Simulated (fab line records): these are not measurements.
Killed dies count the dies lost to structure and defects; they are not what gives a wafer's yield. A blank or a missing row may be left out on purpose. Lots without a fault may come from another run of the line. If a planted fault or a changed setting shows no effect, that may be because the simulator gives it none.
Matching of chambers -- flow gf180mcu -- rie-si-02 running GF_STI_ETCH_14: 4 sister chambers
The step etches Si in HBr/Cl2/O2, target depth 360 nm, time 102.9 s. 4 wafers are shown with their chamber, then 6 later ones without.

== WAFERS, EACH WITH ITS CHAMBER ==
wafer,chamber,drypump-motor-current-A (A)
L961.3,1,5.4
L963.3,3,6.2
L963.6,2,5.5
L967.3,0,6.4

== WAFERS WITH NO CHAMBER GIVEN ==
wafer,drypump-motor-current-A (A)
L967.6,6.5
L968.1,6.5
L968.3,6.2
L979.3,5.5
L979.4,5.4
L979.6,5.4

== WHICH CHAMBER EACH WENT THROUGH ==
wafer,from the rows above,in truth
L967.6,0,0
L968.1,0,0
L968.3,3,3
L979.3,can't be placed: 2 or 1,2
L979.4,can't be placed: 1 or 2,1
L979.6,can't be placed: 1 or 2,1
3 of 6 placed correctly. Can't be placed from these rows: 3 (the true chamber is among the candidates in 3). Placed wrongly: 0.
How it was worked out, from the rows above alone: a wafer's distance from a chamber is the root of the sum, over the readings, of the square of ((its reading less the chamber's mean) divided by the reading's scatter). If the next closest chamber is less than 2 further off than the closest, the wafer can't be placed; otherwise it belongs to the closest. The mean given for a chamber averages the wafers shown for that chamber. The scatter: with one shown wafer a chamber, the root of the mean of the squares of how far each hidden wafer lies from its nearest shown one.
